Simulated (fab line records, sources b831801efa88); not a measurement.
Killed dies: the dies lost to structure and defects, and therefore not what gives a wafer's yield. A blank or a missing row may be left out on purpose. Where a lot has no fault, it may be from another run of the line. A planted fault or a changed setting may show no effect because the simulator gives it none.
Struck lot and sound lot, side by side || flow gf180mcu || 14 steps out of a route of 602
Sound: these wafers, L392.1, L392.3, L392.5. Struck: wafers L397.1, L397.2, L397.6. The cause comes at the end.
Each step with rows lists, per side, the tool, then ch with its chambers, then its first start. Under that, the readings that differ: sound wafers || struck wafers || difference of the means || sigmas: that difference in standard deviations of wafers without a fault.
alike: readings whose means differ by less than 2 such deviations, and words and numbers that are the same on both sides. not compared: withheld readings, readings that some wafer has no value for, bounds like >300 that may hide the same value, and numbers for which the record gives no deviation and whose values overlap.
Wherever a step has rows on one side only, a row that says differs or no value, or a row with sigmas, the two part there. Numbers that don't overlap but have no deviation are shown without sigmas and don't part them. A reading missing from all wafers of one side parts the sides only when that side holds two or more wafers.

first, 4 steps without rows for these wafers: GF_V2_SOFTBAKE_10 (time 60 s); GF_V2_EXPOSE_11 (exposes mask Via2, target cd 260 nm); GF_V2_PEB_12 (peb time 90 s); GF_V2_DEVELOP_13 (develop time 60 s).
GF_V2_CD_MEAS_14 targets a cd of 260 nm.
  sound on cd_sem-02 at day 23 01:37; struck on cd_sem-01 at day 24 15:31
  alike: cd_nm
GF_V2_OVL_MEAS_15:
  sound on overlay-01 at day 23 01:44; struck on overlay-01 at day 24 15:38
  alike: V2_OVL
GF_V2_ETCH_16: etches BARC in N2/H2.
  sound on rie_diel-03 ch 1,3, day 23 01:46; struck on rie_diel-03 ch 0,1,2, day 24 15:40
  alike: drypump_motor_current_A, oes_product_au, throttle_valve_pct
GF_V2_ETCH_17: etches SiO2 in C4F8/O2/Ar, stops on TiN, target depth 630 nm.
  sound on rie_diel-03 ch 1,3; struck on rie_diel-03 ch 0,1,2
  alike: oes_product_au
GF_V2_STRIP_18: strips in O2/N2.
  sound on plasma_asher-03 ch 0,1, day 23 01:54; struck on plasma_asher-03 ch 0,1, day 24 15:48
  alike: drypump_motor_current_A, heater_power_w, oes_product_au
  not compared: rf_hours_counter_h
then, 2 steps without rows for these wafers: GF_V2_STRIP_19 (strips in post etch residue remover, time 1200 s); GF_V2_CLEAN_20 (cleans in DIW).
GF_V2_SPUTTER_21: material Ti, target thk 15 nm, time 80.02 s.
  sound on pvd_sputter-02 at day 23 02:28; struck on pvd_sputter-02 at day 24 16:20
  alike: cathode_dc_power_W, chamber_pressure_pa, throttle_valve_pct
GF_V2_SPUTTER_22: material TiN, target thk 10 nm, time 40 s.
  sound on pvd_sputter-02 at day 23 02:32; struck on pvd_sputter-02 at day 24 16:23
  no value came back on the struck wafers for cathode_dc_power_W (W), chamber_pressure_pa (Pa), throttle_valve_pct (%); on the sound wafers cathode_dc_power_W (W) reads 3999.8 3999.4 4001.2
GF_V2_CVD_23: deposits W, target thk 350 nm, time 104.94 s.
  sound on cvd_w-01 ch 1, day 23 02:34; struck on cvd_w-01 ch 0,1, day 24 16:26
  alike: heater_power_w

WHERE THEY PART
GF_V2_SPUTTER_22 only, going by this record. Later steps at which nothing parts them and some readings are alike: GF_V2_CVD_23.

WHY: what had been put in by the simulator
Whole step skipped at GF_V2_SPUTTER_22 on pvd_sputter-02, starting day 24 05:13. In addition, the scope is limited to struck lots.
